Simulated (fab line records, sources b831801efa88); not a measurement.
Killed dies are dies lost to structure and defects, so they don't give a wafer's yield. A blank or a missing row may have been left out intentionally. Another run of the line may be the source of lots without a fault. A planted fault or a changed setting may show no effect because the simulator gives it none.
The tool behind it: which one? ; flow sky130 ; 45 wafers from 15 lots sampled at 3 of the route's 708 steps

WHAT THE GAUGES SHOWED, per wafer
SKY_LDD_N_TW_MEAS_17. Usual: LDD_N_TW typically reads 2596, with standard deviation 29.
lot;measured;on;LDD_N_TW;flag
L554;day 17 16:58;film_metro-01;2637 2634 2636;
L556;day 18 05:33;film_metro-01;2620 2613 2632;
L558;day 19 03:32;film_metro-01;2609 2611 2613;
L559;day 20 00:55;film_metro-01;2633 2627 2634;
L560;day 20 03:41;film_metro-04;2401 2400 2396;OFF
L561;day 20 09:22;film_metro-01;2493 2471 2491;OFF
L562;day 20 16:35;film_metro-02;2440 2448 2453;OFF
L565;day 21 22:02;film_metro-04;2561 2567 2550;
L568;day 22 22:02;film_metro-02;2611 2602 2613;
L570;day 23 20:05;film_metro-04;2547 2548 2545;
L571;day 24 04:07;film_metro-02;2602 2619 2613;
L574;day 25 04:40;film_metro-01;2619 2624 2615;
L575;day 25 11:50;film_metro-02;2602 2614 2610;
L576;day 25 20:29;film_metro-02;2590 2620 2582;
L577;day 26 00:34;film_metro-04;2554 2548 2545;

WHICH TOOL RAN EACH LOT (tool, then ch and the chambers of the sampled wafers, then the start)
lot;SKY_LDD_N_IMPLANT_10;SKY_LDD_N_STRIP_16
L554;implanter-01 ch 0, day 17 16:01;plasma_asher-02 ch 0,1, day 17 16:52
L556;implanter-01 ch 0, day 18 04:33;plasma_asher-03 ch 0,1, day 18 05:27
L558;implanter-03 ch 0, day 19 02:34;plasma_asher-03 ch 0,1, day 19 03:26
L559;implanter-02 ch 0, day 19 23:56;plasma_asher-03 ch 1, day 20 00:48
L560;implanter-03, day 20 02:41;plasma_asher-03 ch 0,1, day 20 03:35
L561;implanter-03, day 20 08:23;plasma_asher-04 ch 0,1, day 20 09:15
L562;implanter-01, day 20 15:37;plasma_asher-04 ch 0,1, day 20 16:29
L565;implanter-03 ch 0, day 21 21:04;plasma_asher-04 ch 0,1, day 21 21:56
L568;implanter-02 ch 0, day 22 21:02;plasma_asher-02 ch 0,1, day 22 21:56
L570;implanter-03 ch 0, day 23 19:05;plasma_asher-02 ch 0,1, day 23 19:59
L571;implanter-01 ch 0, day 24 03:07;plasma_asher-04 ch 0,1, day 24 04:01
L574;implanter-01 ch 0, day 25 03:40;plasma_asher-02 ch 0,1, day 25 04:34
L575;implanter-02 ch 0, day 25 10:53;plasma_asher-03 ch 0,1, day 25 11:44
L576;implanter-01 ch 0, day 25 19:29;plasma_asher-03 ch 0,1, day 25 20:23
L577;implanter-01 ch 0, day 25 23:34;plasma_asher-02 ch 0,1, day 26 00:28
- SKY_LDD_N_IMPLANT_10
- SKY_LDD_N_STRIP_16: strips in O2/N2.

WHAT THE TOOLS THEMSELVES READ (means of the sampled wafers that have a number; where no wafer has one, the mark that the record gives instead)
SKY_LDD_N_IMPLANT_10. Usual: beam_energy_keV 20.001, standard deviation 0.0063; beam_on_s 9.99 s, standard deviation 0.19.
lot;tool;beam_energy_keV;beam_on_s (s);flag
L554;implanter-01;20.006;10.18;
L556;implanter-01;19.995;9.94;
L558;implanter-03;20.010;9.90;
L559;implanter-02;20.001;9.95;
L560;implanter-03;-;-;OFF
L561;implanter-03;-;-;OFF
L562;implanter-01;-;-;OFF
L565;implanter-03;19.998;9.92;
L568;implanter-02;19.996;9.89;
L570;implanter-03;20.008;9.89;
L571;implanter-01;20.003;9.92;
L574;implanter-01;20.006;9.95;
L575;implanter-02;19.998;9.76;
L576;implanter-01;20.005;10.00;
L577;implanter-01;20.004;10.09;

SKY_LDD_N_STRIP_16. Usual: drypump_motor_current_A 5.7 A, standard deviation 0.58; oes_product_au 0.407 a.u., standard deviation 0.0047; strip_time_to_endpoint_s 4.317 s, standard deviation 0.013.
lot;tool;drypump_motor_current_A (A);oes_product_au (a.u.);strip_time_to_endpoint_s (s);flag
L554;plasma_asher-02;5.5;0.409;4.300;
L556;plasma_asher-03;6.2;0.404;4.338;
L558;plasma_asher-03;6.2;0.405;4.305;
L559;plasma_asher-03;5.9;0.405;4.321;
L560;plasma_asher-03;6.4;0.409;4.155;OFF
L561;plasma_asher-04;5.2;0.409;4.177;OFF
L562;plasma_asher-04;5.1;0.411;4.136;OFF
L565;plasma_asher-04;5.2;0.405;4.315;
L568;plasma_asher-02;5.5;0.406;4.302;
L570;plasma_asher-02;5.5;0.410;4.316;
L571;plasma_asher-04;5.2;0.408;4.319;
L574;plasma_asher-02;5.5;0.408;4.315;
L575;plasma_asher-03;6.4;0.402;4.321;
L576;plasma_asher-03;6.2;0.407;4.318;
L577;plasma_asher-02;5.5;0.408;4.314;

THE ANSWER, worked out from the rows above alone
Rule: a lot counts as off when the mean over its wafers that have a number is more than 3 standard deviations away from the usual mean. A lot without any number at a reading at which 4 lots or more have one is off too. The other lots that the step has rows for count as sound. First the gauges in route order, then the tools' own readings, where a lot's mean is used as printed above. At the first step where some lot is off, the reading lying furthest off is the one used; lots without a number count as furthest.
Off: at SKY_LDD_N_TW_MEAS_17 (LDD_N_TW), L560, L561, L562.
If a tool, at a process step before that reading, ran all the lots that are off and no sound lot after the first of them, it fits. Not tried: the gauges at SKY_LDD_N_TW_MEAS_17; whatever is off there is also off at SKY_LDD_N_IMPLANT_10, on other tools, and gauge error can't account for it. Of those tried, none fits.

WHAT HAD BEEN PUT IN BY THE SIMULATOR
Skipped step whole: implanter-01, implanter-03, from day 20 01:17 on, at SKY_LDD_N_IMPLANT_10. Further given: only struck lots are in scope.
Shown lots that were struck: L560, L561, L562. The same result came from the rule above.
